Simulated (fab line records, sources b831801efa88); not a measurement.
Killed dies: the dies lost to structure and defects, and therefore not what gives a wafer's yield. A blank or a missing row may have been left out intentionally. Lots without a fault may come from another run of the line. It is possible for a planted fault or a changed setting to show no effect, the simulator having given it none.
Matching of chambers | flow sky130 | SKY_CAP2M_CVD_00 on pecvd-03: 3 sister chambers
The step deposits SiO2, target thk 15.5 nm. 6 wafers are shown with their chamber, then 8 later ones without.

== WAFERS, EACH WITH ITS CHAMBER ==
wafer  | chamber | heaterPowerW (W)
L081.1 | 1       | 784
L081.4 | 1       | 780
L085.5 | 2       | 689
L086.2 | 0       | 591
L086.5 | 0       | 625
L093.1 | 2       | 756

== WAFERS WHOSE CHAMBER IS MISSING ==
wafer  | heaterPowerW (W)
L093.2 | 904
L093.5 | 755
L095.2 | 746
L095.3 | 619
L095.5 | 646
L097.1 | 703
L097.5 | 679
L097.6 | 625

== EACH ONE'S CHAMBER ==
wafer  | from the rows above          | in truth
L093.2 | can't be placed: 1 or 2      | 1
L093.5 | can't be placed: 1 or 2      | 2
L095.2 | can't be placed: 2 or 1      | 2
L095.3 | 0                            | 0
L095.5 | can't be placed: 0 or 2      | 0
L097.1 | can't be placed: 2 or 1      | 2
L097.5 | can't be placed: 2 or 0 or 1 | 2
L097.6 | 0                            | 0
Correctly placed: 2 of 8. Not placeable from these rows: 6 (in 6, the candidates include the true chamber). Wrongly placed: 0.
How it was worked out, from the rows above alone: a wafer's distance from a chamber is the root of the sum, over the readings, of the square of ((its reading less the chamber's mean) divided by the reading's scatter). If the next closest chamber is less than 2 further off than the closest, the wafer can't be placed; otherwise it belongs to the closest. For every chamber, the mean is computed from those of its wafers that are shown. The scatter: take each reading less its chamber's mean, square it, sum over the shown wafers, divide by the number of wafers less the number of chambers, and take the root.
